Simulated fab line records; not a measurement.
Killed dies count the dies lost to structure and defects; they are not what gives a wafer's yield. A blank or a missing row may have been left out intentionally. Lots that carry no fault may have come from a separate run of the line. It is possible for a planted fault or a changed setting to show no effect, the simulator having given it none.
Code-filled problem report in 8D (eight disciplines) form	flow gf180mcu	the parts of the form that need people (team, actions taken, sign-off) are left out

== 1. WHAT IS WRONG ==
Mean NWELL_TW at GF_NWELL_TW_MEAS_11: 1486 over 3 wafers in 3 lots; fault-free wafers: 1590, standard deviation 11. Relative to the usual mean, that is a shift of -9.4 standard deviations.
Seen first at day 5 22:15 on film metro-02, wafer L381.3. At this step, 33 wafers from 12 lots have a number in the record. By rule, "out" or "out of limits" means more than 4 standard deviations away from the usual mean. The rest of the wafers with a number are treated as sound.

== 2. WHAT THIS IS AND IS NOT ==
question	is	is not
which readings at this step	NWELL_TW	-
which lots	L381, L383, L385	L370, L371, L372, L373, L374, L375, L389, L390, L391
which wafers of those lots	L381.3, L383.3, L385.5	L381.6, L383.6, L385.4
read on which gauges	film metro-02	film metro-01, film metro-03
when	from day 5 22:15	up to then (19 sound wafers); but 11 sound wafers of L383, L385, L389, L390, L391 came after

== 3. SUSPECTS, AND WHAT RULES EACH OUT ==
Counting: if a tool at a process step up to the reading ran every lot that is out, it stays a suspect. Sound lots after the first of them don't rule it out here, since some wafers of a struck lot are sound.
- the gauge at GF_NWELL_TW_MEAS_11: ruled out. All the wafers that are out were read on film metro-02, but those of them that GF_NWELL_IMPLANT_08 has rows for are out there too, on other tools.
- implanter-04 at GF_NWELL_IMPLANT_08: kept. It ran every lot that is out, first L381 (day 5 21:53); its last sound lot up to then is L374 (day 4 03:50). Its own readings are out on those wafers: beam on s, faraday current uA.
Remaining after the count: implanter-04 at GF_NWELL_IMPLANT_08.

== 4. THE CAUSE (what the simulator had put in) ==
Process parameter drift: implanter-04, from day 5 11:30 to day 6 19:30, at GF_NWELL_IMPLANT_08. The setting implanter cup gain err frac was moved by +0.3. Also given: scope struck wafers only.
This tool alone remained once counting was done.

== 5. SEQUENCE OF EFFECTS, ordered by route ==
Each row: a reading whose mean over the struck wafers that have a number lies more than 3 standard deviations from the usual. Readings are gone through only where the record gives a usual standard deviation; hours: the median, over the lots, of the time from a lot's start at the first step in this table giving one to that lot's start at this step; sigmas: the change measured in usual standard deviations.
hours	step	reading	usual	on struck wafers	change	sigmas
0	GF_NWELL_IMPLANT_08	beam on s	10.02 s	7.71	-2.31	-12
0	GF_NWELL_IMPLANT_08	faraday current uA	84.4	109.8	+25.4	+16
0	GF_NWELL_TW_MEAS_11	NWELL_TW	1590	1486	-104	-9.4
117	GF_VT_IMPLANT_RS_MEAS_47	NWELL_RS	486.9 ohm/sq	559.9	+73.0	+61
The process steps in it:
- GF_NWELL_IMPLANT_08
Later measuring or inspecting steps at which every struck wafer that the step has a row for has a number for every such reading, and none has moved that far: GF_VT_IMPLANT_OVL_MEAS_07, GF_HV_LDD_THK_MEAS_57.

== 6. HOW IT WOULD HAVE BEEN CAUGHT EARLIER ==
Counted from the fault's start at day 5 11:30, it took 11 hours until the first out-of-limits reading at a measuring or inspecting step in this record, taken at day 5 22:15.
The tool's own readings at GF_NWELL_IMPLANT_08 were out on every struck wafer that the step has a row for (beam on s, faraday current uA): an alarm limit on them would have fired on the first of those.
Lots out: 3; of these, L383, L385 started GF_NWELL_IMPLANT_08 on implanter-04 after day 5 22:15. A hold on the tool at that time would have spared those 2.
